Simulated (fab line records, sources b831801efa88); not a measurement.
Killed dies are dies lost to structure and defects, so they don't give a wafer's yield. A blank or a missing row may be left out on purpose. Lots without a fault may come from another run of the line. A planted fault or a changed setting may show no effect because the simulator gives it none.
A struck lot beside a sound one | flow sky130 | 34 steps out of a route of 708
Sound: wafers L970.3, L970.4, L970.5. Struck: wafers L956.1, L956.3, L956.5. The cause comes at the end.
At each step with rows: each side's tool, then ch and its chambers, then its first start. Under that, the readings that differ: sound wafers | struck wafers | difference of the means | sigmas: that difference in standard deviations of wafers without a fault.
alike: readings whose means differ by less than 2 such deviations, and words and numbers that are the same on both sides. not compared: withheld readings, readings that some wafer has no value for, bounds like >300 that may hide the same value, and numbers for which the record gives no deviation and whose values overlap.
The two part at a step that has a row with sigmas, a row that says differs or no value, or rows on one side only. Numbers that don't overlap but have no deviation are shown without sigmas and don't part them. A reading that every wafer of one side lacks parts them only if that side has two wafers or more.

first, 7 steps without rows for these wafers: SKY_SONOS_TUNNEL_DEVELOP_06 (develop time 60 s); SKY_SONOS_TUNNEL_IMPLANT_09; SKY_SONOS_TUNNEL_WET_ETCH_10 (etches SiO2 in dHF, target depth 14 nm, time 280 s); SKY_SONOS_TUNNEL_STRIP_11 (strips in SPM, time 600 s); SKY_SONOS_TUNNEL_CLEAN_13 (cleans in dHF, time 20 s); SKY_SONOS_ONO_OXIDATION_00 (stabilise 600 s, purge 300 s, target thk 2.6 nm); SKY_SONOS_ONO_CVD_02 (deposits Si3N4 from DCS/NH3, target thk 10.5 nm, time 180 s).
SKY_SONOS_ONO_CVD_04: deposits SiO2 from SiH4/N2O, target thk 5.7199 nm.
  sound on lpcvd-03 ch 0, day 16 22:40; struck on lpcvd-03 ch 1, day 12 02:56
  reading                                    | sound             | struck            | difference | sigmas
  spike_tc_upper_C (C)                       | 901.1 902.0 901.1 | 896.5 897.5 897.8 | -4.1       | -2
  model.SiO2_of_SONOS_ONO_CVD_04.thk_nm (nm) | 5.774 5.78 5.832  | 6.644 6.675 6.617 | +0.850     |
SKY_SONOS_ONO_THK_MEAS_05:
  sound on film_metro-04, day 16 23:56; struck on film_metro-04, day 12 04:11
  reading                   | sound          | struck         | difference | sigmas
  SONOS_ONO_CVD_04_THK (nm) | 5.78 5.74 5.86 | 6.63 6.73 6.58 | +0.85      | +8
then, 23 steps without rows for these wafers: SKY_SONOS_ONO_DEHYDRATE_06 (time 60 s); SKY_SONOS_ONO_HMDS_07 (prime time 60 s); SKY_SONOS_ONO_COAT_08 (resist thk 1140 nm); SKY_SONOS_ONO_SOFTBAKE_09 (time 60 s); SKY_SONOS_ONO_EXPOSE_10 (exposes mask ONOM, target cd 410 nm); SKY_SONOS_ONO_PEB_11; SKY_SONOS_ONO_DEVELOP_12 (develop time 60 s); SKY_SONOS_ONO_ETCH_15 (etches the open film in CHF3/O2, target depth 19.52 nm, time 7.8 s); SKY_SONOS_ONO_WET_ETCH_16 (etches SiO2 in dHF, target depth 14 nm, time 280 s); SKY_SONOS_ONO_STRIP_17 (strips in O2/N2); SKY_SONOS_ONO_WET_ETCH_18 (etches Si3N4 in H3PO4, target depth 15 nm, time 172 s); SKY_GATE_OXIDE_CLEAN_00 (cleans in SC1/SC2, time 150 s); SKY_GATE_OXIDE_OXIDATION_01 (stabilise 600 s, purge 300 s, target thk 10.268 nm); SKY_GATE_OXIDE_DEHYDRATE_03 (time 60 s); SKY_GATE_OXIDE_HMDS_04 (prime time 60 s); SKY_GATE_OXIDE_COAT_05 (resist thk 1140 nm); SKY_GATE_OXIDE_SOFTBAKE_06 (time 60 s); SKY_GATE_OXIDE_EXPOSE_07 (exposes mask LVOM, target cd 600 nm); SKY_GATE_OXIDE_PEB_08; SKY_GATE_OXIDE_DEVELOP_09 (develop time 60 s); SKY_GATE_OXIDE_IMPLANT_11; SKY_GATE_OXIDE_WET_ETCH_12 (etches SiO2 in dHF, target depth 16.8 nm, time 336 s); SKY_GATE_OXIDE_STRIP_13 (strips in O2/N2).
-- the record jumps here: 2 days lie between the struck wafers' starts before and after --
SKY_GATE_OXIDE_CLEAN_15: cleans in SC1/SC2, time 150 s.
  sound on wet_bench-01 ch 3, day 19 13:44; struck on wet_bench-04 ch 2, day 14 08:40
  reading                                    | sound            | struck            | difference | sigmas
  model.SiO2_of_SONOS_ONO_CVD_04.thk_nm (nm) | 4.25 4.254 4.303 | 5.125 5.153 5.097 | +0.856     |
  alike: temp_c
-- the record jumps here: 32 days lie between the struck wafers' starts before and after (it left off in module GATE_OXIDE and takes up again in module PAD_OPEN, whose first step shown is number 708 of the route) --
SKY_PAD_OPEN_PROBE_99:
  sound on prober-02, day 49 14:15; struck on prober-02, day 46 03:30
  reading                                     | sound                | struck               | difference | sigmas
  model.etest.sonos_erased.drive_ua_um        | 179.4 167.1 173.9    | 140.5 111.8 130.7    | -45.8      |
  model.etest.cap_ono.gate_log10_a_cm2        | -7.955 -8.111 -8.22  | -9.107 -9.244 -9.094 | -1.053     |
  model.etest.sonos_programmed.off_log10_a_um | -14 -14 -13.83       | -13.39 -13.06 -13.44 | +0.65      |
  model.etest.cap_ono.gate_bv_v (V)           | 16.35 16.49 16.37    | 17.95 17.32 17.5     | +1.19      |
  model.etest.cap_ono.tox_acc_nm (nm)         | 12.91 13.05 13.05    | 13.86 13.84 13.79    | +0.83      |
  model.etest.sonos_programmed.vt_v (V)       | 1.426 1.411 1.404    | 0.9407 0.8975 0.9971 | -0.4686    |
  model.etest.sonos_erased.vt_v (V)           | -2.268 -2.207 -2.183 | -1.78 -1.689 -1.827  | +0.45      |
  alike: killed_at_M0_to_M3, killed_at_M4_up, killed_at_contacts, killed_at_front_end, killed_at_other, killed_dies, killed_open, killed_short
  not compared: model.etest.sonos_uncharged.r_on_ohm_um

WHERE THEY PART
First at SKY_SONOS_ONO_CVD_04; last, within this record, at SKY_SONOS_ONO_THK_MEAS_05. Later steps at which nothing parts them and some readings are alike: SKY_GATE_OXIDE_CLEAN_15, SKY_PAD_OPEN_PROBE_99.

WHY: what the simulator had put in
Process parameter drift: lpcvd-03, from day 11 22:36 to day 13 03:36, at SKY_SONOS_ONO_CVD_04. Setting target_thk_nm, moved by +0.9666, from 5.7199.
